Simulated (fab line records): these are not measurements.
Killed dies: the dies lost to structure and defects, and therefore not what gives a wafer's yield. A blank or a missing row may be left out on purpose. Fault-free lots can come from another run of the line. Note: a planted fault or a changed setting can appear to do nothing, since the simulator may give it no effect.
Chamber matching || flow sfq_line || rie_diel-04 running SFQ_TRILAYER_I5_ETCH_VIA_ETCH_147: 4 sister chambers
The step etches the open film in CHF3, stops on Nb, target depth 360 nm. 8 wafers are shown with their chamber, then 7 later ones without.

## WAFERS, EACH WITH ITS CHAMBER
{"wafer": "L564.2", "chamber": 1, "drypump_motor_current_A (A)": 5.96, "oes_product_au (a.u.)": 0.986}
{"wafer": "L564.3", "chamber": 3, "drypump_motor_current_A (A)": 5.37, "oes_product_au (a.u.)": 1.005}
{"wafer": "L566.2", "chamber": 1, "drypump_motor_current_A (A)": 5.94, "oes_product_au (a.u.)": 0.989}
{"wafer": "L568.5", "chamber": 3, "drypump_motor_current_A (A)": 5.41, "oes_product_au (a.u.)": 1.003}
{"wafer": "L571.4", "chamber": 0, "drypump_motor_current_A (A)": 5.85, "oes_product_au (a.u.)": 0.974}
{"wafer": "L571.6", "chamber": 2, "drypump_motor_current_A (A)": 5.25, "oes_product_au (a.u.)": 0.991}
{"wafer": "L580.2", "chamber": 0, "drypump_motor_current_A (A)": 5.79, "oes_product_au (a.u.)": 0.975}
{"wafer": "L580.3", "chamber": 2, "drypump_motor_current_A (A)": 5.25, "oes_product_au (a.u.)": 0.995}

## WAFERS WITH NO CHAMBER GIVEN
{"wafer": "L580.5", "drypump_motor_current_A (A)": 5.37, "oes_product_au (a.u.)": 0.990}
{"wafer": "L581.2", "drypump_motor_current_A (A)": 5.23, "oes_product_au (a.u.)": 0.990}
{"wafer": "L581.4", "drypump_motor_current_A (A)": 5.86, "oes_product_au (a.u.)": 0.976}
{"wafer": "L581.6", "drypump_motor_current_A (A)": 5.83, "oes_product_au (a.u.)": 0.969}
{"wafer": "L587.2", "drypump_motor_current_A (A)": 5.35, "oes_product_au (a.u.)": 0.991}
{"wafer": "L587.3", "drypump_motor_current_A (A)": 5.83, "oes_product_au (a.u.)": 0.975}
{"wafer": "L587.6", "drypump_motor_current_A (A)": 5.36, "oes_product_au (a.u.)": 0.992}

## WHICH CHAMBER EACH WENT THROUGH
{"wafer": "L580.5", "from the rows above": 2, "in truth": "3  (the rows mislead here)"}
{"wafer": "L581.2", "from the rows above": 2, "in truth": 2}
{"wafer": "L581.4", "from the rows above": 0, "in truth": 0}
{"wafer": "L581.6", "from the rows above": 0, "in truth": 0}
{"wafer": "L587.2", "from the rows above": 2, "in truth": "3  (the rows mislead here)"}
{"wafer": "L587.3", "from the rows above": 0, "in truth": 0}
{"wafer": "L587.6", "from the rows above": 2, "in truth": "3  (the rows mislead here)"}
4 of 7 placed correctly. Not placeable from these rows: 0. 3 placed wrongly.
How it was worked out, from the rows above alone: a wafer's distance from a chamber is the root of the sum, over the readings, of the square of ((its reading less the chamber's mean) divided by the reading's scatter). If the next closest chamber is less than 2 further off than the closest, the wafer can't be placed; otherwise it belongs to the closest. For every chamber, the mean is computed from those of its wafers that are shown. The scatter: the root of (the sum of the squares of (reading less its chamber's mean) over the shown wafers, divided by (wafers less chambers)).
